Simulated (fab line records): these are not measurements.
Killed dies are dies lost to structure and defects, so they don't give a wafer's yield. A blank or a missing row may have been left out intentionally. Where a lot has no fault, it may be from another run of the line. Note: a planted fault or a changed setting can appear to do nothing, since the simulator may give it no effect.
Which tool did it? -- flow sky130 -- 33 wafers from 11 lots sampled at 3 of the route's 708 steps

WHAT EACH GAUGE READ, for each wafer
SKY_CONTACT_RS_MEAS_25: uses a four-point probe to measure.
lot,measured,on,CONTACT_W_RS (ohm/sq)
L430,day 32 00:19,film metro-01,0.336 0.339 0.331
L431,day 32 11:57,film metro-01,0.330 0.339 0.338
L432,day 32 20:52,film metro-01,0.333 0.337 0.330
L433,day 33 01:23,film metro-01,0.336 0.340 0.335
L434,day 33 10:22,film metro-04,0.340 0.339 0.341
L435,day 34 00:01,film metro-04,0.338 0.340 0.336
L436,day 34 13:13,film metro-04,0.339 0.338 0.331
L437,day 34 17:01,film metro-01,0.330 0.329 0.331
L441,day 36 00:49,film metro-01,0.344 0.333 0.337
L451,day 39 06:22,film metro-01,0.325 0.326 0.327
L452,day 39 15:04,film metro-04,0.341 0.338 0.335

WHICH TOOL RAN EACH LOT (tool, then ch and the chambers of the sampled wafers, then the start)
lot,SKY_SD_P_STRIP_10,SKY_LOCAL_INTERCONNECT_METAL_ETCH_14
L430,"plasma asher-01 ch 0,1, day 25 18:13","rie metal-02 ch 0,1, day 30 17:59"
L431,"plasma asher-04 ch 0,1, day 26 06:43","rie metal-02 ch 0, day 31 05:32"
L432,"plasma asher-04 ch 0,1, day 26 17:07","rie metal-02 ch 0,1, day 31 15:05"
L433,"plasma asher-02 ch 0,1, day 26 21:07","rie metal-04 ch 0,1, day 31 18:41"
L434,"plasma asher-04 ch 0,1, day 27 07:01","rie metal-04 ch 0,1, day 32 04:08"
L435,"plasma asher-02 ch 0,1, day 27 21:22","rie metal-03 ch 0,1, day 32 18:32"
L436,"plasma asher-02 ch 0,1, day 28 14:00","rie metal-02 ch 0,1, day 33 07:56"
L437,"plasma asher-02 ch 0,1, day 28 18:22","rie metal-04 ch 0,1, day 33 11:17"
L441,"plasma asher-01 ch 0,1, day 30 02:52","rie metal-03 ch 0, day 34 19:53"
L451,"plasma asher-01 ch 0,1, day 33 12:22","rie metal-04 ch 0, day 38 01:50"
L452,"plasma asher-02 ch 0,1, day 33 21:48","rie metal-02 ch 0,1, day 38 11:36"
- SKY_SD_P_STRIP_10: strips in O2/N2.
- SKY_LOCAL_INTERCONNECT_METAL_ETCH_14: etches TiN in Cl2/BCl3, stops on PSG, target depth 110 nm, time 31.4 s.

THE ANSWER, worked out from the rows above alone
Rule: the usual values come from the lots themselves. Put in order of their means at a reading, lots are off if they are a third of the lots or fewer, leave a main group of 4 or more, and stand apart from it by a gap of 3 or more times the standard deviation of the main group's means; of several such gaps the widest counts. A main group is skipped when, at the precision printed for the reading in the tables above, its means are all equal. Also off: a lot with no number at a reading for which 4 or more lots have one. The other lots that the step has rows for count as sound.
No lot is off on any of the readings shown, so nothing can be concluded from this.

WHAT THE SIMULATOR PUT IN
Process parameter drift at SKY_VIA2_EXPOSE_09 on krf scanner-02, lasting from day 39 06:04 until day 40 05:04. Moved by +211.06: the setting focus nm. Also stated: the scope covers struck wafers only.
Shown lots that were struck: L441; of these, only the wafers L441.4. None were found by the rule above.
